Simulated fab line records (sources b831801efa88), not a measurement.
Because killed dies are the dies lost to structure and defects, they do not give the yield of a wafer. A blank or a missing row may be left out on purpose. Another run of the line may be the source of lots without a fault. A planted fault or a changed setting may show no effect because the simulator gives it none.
Split-lot experiment || flow sky130 || 5 lots, 23 wafers read, on a route of 708 steps

## THE SPLIT
At SKY_METAL3_SPUTTER_04 (material TiN, target thk 70 nm, time 58.3 s), the setting power-w was moved away from the recipe's 6500 W on 6 of the 23 wafers read, by -8.9% to +10.5%. This setting was run at the recipe's value on the other wafers.

The reading comes from the split's own step.

## THE READING
TiN_of_METAL3_SPUTTER_04.thk-nm (the simulator's own value, which no gauge read), in nm, at SKY_METAL3_SPUTTER_04 (material TiN, target thk 70 nm, time 58.3 s). There is no usual value for it anywhere in the file. Average 69.92 nm, standard deviation 0.64 nm, over the 17 wafers here run with the recipe.

{"wafer": "L075.1", "tool, chamber at the split": "pvd-sputter-02, -", "power-w as run, W": 6500, "against the recipe": "recipe", "TiN_of_METAL3_SPUTTER_04.thk-nm, nm": 70.72, "against lot-mates on the recipe": "-"}
{"wafer": "L075.2", "tool, chamber at the split": "pvd-sputter-02, -", "power-w as run, W": 6871, "against the recipe": "+5.7%", "TiN_of_METAL3_SPUTTER_04.thk-nm, nm": 74.25, "against lot-mates on the recipe": "+3.43"}
{"wafer": "L075.3", "tool, chamber at the split": "pvd-sputter-02, -", "power-w as run, W": 6500, "against the recipe": "recipe", "TiN_of_METAL3_SPUTTER_04.thk-nm, nm": 70.83, "against lot-mates on the recipe": "-"}
{"wafer": "L075.4", "tool, chamber at the split": "pvd-sputter-02, -", "power-w as run, W": 6871, "against the recipe": "+5.7%", "TiN_of_METAL3_SPUTTER_04.thk-nm, nm": 74.45, "against lot-mates on the recipe": "+3.63"}
{"wafer": "L075.6", "tool, chamber at the split": "pvd-sputter-02, -", "power-w as run, W": 6500, "against the recipe": "recipe", "TiN_of_METAL3_SPUTTER_04.thk-nm, nm": 70.92, "against lot-mates on the recipe": "-"}
{"wafer": "L078.1", "tool, chamber at the split": "pvd-sputter-02, -", "power-w as run, W": 6500, "against the recipe": "recipe", "TiN_of_METAL3_SPUTTER_04.thk-nm, nm": 70.01, "against lot-mates on the recipe": "-"}
{"wafer": "L078.2", "tool, chamber at the split": "pvd-sputter-02, -", "power-w as run, W": 6500, "against the recipe": "recipe", "TiN_of_METAL3_SPUTTER_04.thk-nm, nm": 68.9, "against lot-mates on the recipe": "-"}
{"wafer": "L078.3", "tool, chamber at the split": "pvd-sputter-02, -", "power-w as run, W": 6500, "against the recipe": "recipe", "TiN_of_METAL3_SPUTTER_04.thk-nm, nm": 69.3, "against lot-mates on the recipe": "-"}
{"wafer": "L078.4", "tool, chamber at the split": "pvd-sputter-02, -", "power-w as run, W": 6500, "against the recipe": "recipe", "TiN_of_METAL3_SPUTTER_04.thk-nm, nm": 69.88, "against lot-mates on the recipe": "-"}
{"wafer": "L078.6", "tool, chamber at the split": "pvd-sputter-02, -", "power-w as run, W": 6500, "against the recipe": "recipe", "TiN_of_METAL3_SPUTTER_04.thk-nm, nm": 69.86, "against lot-mates on the recipe": "-"}
{"wafer": "L079.2", "tool, chamber at the split": "pvd-sputter-02, -", "power-w as run, W": 7180, "against the recipe": "+10.5%", "TiN_of_METAL3_SPUTTER_04.thk-nm, nm": 76.83, "against lot-mates on the recipe": "+7.04"}
{"wafer": "L079.3", "tool, chamber at the split": "pvd-sputter-02, -", "power-w as run, W": 6500, "against the recipe": "recipe", "TiN_of_METAL3_SPUTTER_04.thk-nm, nm": 69.5, "against lot-mates on the recipe": "-"}
{"wafer": "L079.4", "tool, chamber at the split": "pvd-sputter-02, -", "power-w as run, W": 6500, "against the recipe": "recipe", "TiN_of_METAL3_SPUTTER_04.thk-nm, nm": 70.15, "against lot-mates on the recipe": "-"}
{"wafer": "L079.5", "tool, chamber at the split": "pvd-sputter-02, -", "power-w as run, W": 7180, "against the recipe": "+10.5%", "TiN_of_METAL3_SPUTTER_04.thk-nm, nm": 76.87, "against lot-mates on the recipe": "+7.08"}
{"wafer": "L079.6", "tool, chamber at the split": "pvd-sputter-02, -", "power-w as run, W": 6500, "against the recipe": "recipe", "TiN_of_METAL3_SPUTTER_04.thk-nm, nm": 69.72, "against lot-mates on the recipe": "-"}
{"wafer": "L080.1", "tool, chamber at the split": "pvd-sputter-02, -", "power-w as run, W": 6500, "against the recipe": "recipe", "TiN_of_METAL3_SPUTTER_04.thk-nm, nm": 69.16, "against lot-mates on the recipe": "-"}
{"wafer": "L080.5", "tool, chamber at the split": "pvd-sputter-02, -", "power-w as run, W": 6500, "against the recipe": "recipe", "TiN_of_METAL3_SPUTTER_04.thk-nm, nm": 70.86, "against lot-mates on the recipe": "-"}
{"wafer": "L080.6", "tool, chamber at the split": "pvd-sputter-02, -", "power-w as run, W": 6500, "against the recipe": "recipe", "TiN_of_METAL3_SPUTTER_04.thk-nm, nm": 69.38, "against lot-mates on the recipe": "-"}
{"wafer": "L081.1", "tool, chamber at the split": "pvd-sputter-04, -", "power-w as run, W": 6500, "against the recipe": "recipe", "TiN_of_METAL3_SPUTTER_04.thk-nm, nm": 70.25, "against lot-mates on the recipe": "-"}
{"wafer": "L081.2", "tool, chamber at the split": "pvd-sputter-04, -", "power-w as run, W": 6500, "against the recipe": "recipe", "TiN_of_METAL3_SPUTTER_04.thk-nm, nm": 70.19, "against lot-mates on the recipe": "-"}
{"wafer": "L081.4", "tool, chamber at the split": "pvd-sputter-04, -", "power-w as run, W": 6500, "against the recipe": "recipe", "TiN_of_METAL3_SPUTTER_04.thk-nm, nm": 69.04, "against lot-mates on the recipe": "-"}
{"wafer": "L081.5", "tool, chamber at the split": "pvd-sputter-04, -", "power-w as run, W": 5919, "against the recipe": "-8.9%", "TiN_of_METAL3_SPUTTER_04.thk-nm, nm": 63.84, "against lot-mates on the recipe": -5.99}
{"wafer": "L081.6", "tool, chamber at the split": "pvd-sputter-04, -", "power-w as run, W": 5919, "against the recipe": "-8.9%", "TiN_of_METAL3_SPUTTER_04.thk-nm, nm": 63.72, "against lot-mates on the recipe": -6.11}

THE FIT
A straight line over all 23 wafers: TiN_of_METAL3_SPUTTER_04.thk-nm changes by +0.687 nm for each +1% of power-w; r = +0.98; the points scatter about the line by 0.6 nm.
The same after taking each lot's own level away (the mean of its wafers on the recipe; 23 wafers): +0.668 nm for each +1%; r = +0.99; scatter 0.43 nm.
Per that fit: largest power-w move, reading shift of 7 nm.
From 69.590 to 70.823 nm: that is the span of the lots' own levels, equal to 1.9 times the standard deviation above.
So the lot-to-lot level changes the slope little: the two slopes agree.
Check: with one of the wafers moved furthest among these (+10.5%) left out of the fit, the line predicts +6.93 nm for it against its lot-mates. It came out at +7.04 nm against them.

## OTHER SPLITS APPLIED TO THESE WAFERS
Other splits were also applied to these wafers ahead of the reading. Each is held against what the fit with the lots' levels taken away leaves over:
{"other split on the same wafers": "SKY_LOCAL_INTERCONNECT_METAL_ETCH_14 time-s", "wafers away from the commonest value": 9, "r with TiN_of_METAL3_SPUTTER_04.thk-nm (lot level and that fit taken away)": "+0.15"}
{"other split on the same wafers": "SKY_CONTACT_COAT_09 resist-thk-nm", "wafers away from the commonest value": 7, "r with TiN_of_METAL3_SPUTTER_04.thk-nm (lot level and that fit taken away)": -0.13}
{"other split on the same wafers": "SKY_CONTACT_ETCH_17 bias-w", "wafers away from the commonest value": 4, "r with TiN_of_METAL3_SPUTTER_04.thk-nm (lot level and that fit taken away)": "+0.12"}
{"other split on the same wafers": "SKY_METAL1_SPUTTER_02 power-w", "wafers away from the commonest value": 7, "r with TiN_of_METAL3_SPUTTER_04.thk-nm (lot level and that fit taken away)": "+0.15"}
{"other split on the same wafers": "SKY_VIA1_HDPCVD_00 sih4-flow-sccm", "wafers away from the commonest value": 9, "r with TiN_of_METAL3_SPUTTER_04.thk-nm (lot level and that fit taken away)": "+0.09"}
{"other split on the same wafers": "SKY_METAL2_SPUTTER_01 time-s", "wafers away from the commonest value": 8, "r with TiN_of_METAL3_SPUTTER_04.thk-nm (lot level and that fit taken away)": "+0.15"}
{"other split on the same wafers": "SKY_METAL2_SPUTTER_04 power-w", "wafers away from the commonest value": 8, "r with TiN_of_METAL3_SPUTTER_04.thk-nm (lot level and that fit taken away)": -0.03}
{"other split on the same wafers": "SKY_METAL2_METAL_ETCH_19 over-etch-frac", "wafers away from the commonest value": 7, "r with TiN_of_METAL3_SPUTTER_04.thk-nm (lot level and that fit taken away)": -0.17}
{"other split on the same wafers": "SKY_VIA2_CVD_21 pressure-torr", "wafers away from the commonest value": 15, "r with TiN_of_METAL3_SPUTTER_04.thk-nm (lot level and that fit taken away)": "+0.08"}

## THE FILE'S OWN FIT
TiN_of_METAL3_SPUTTER_04.thk-nm changes by +0.667 nm for each +1% of power-w, r = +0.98.
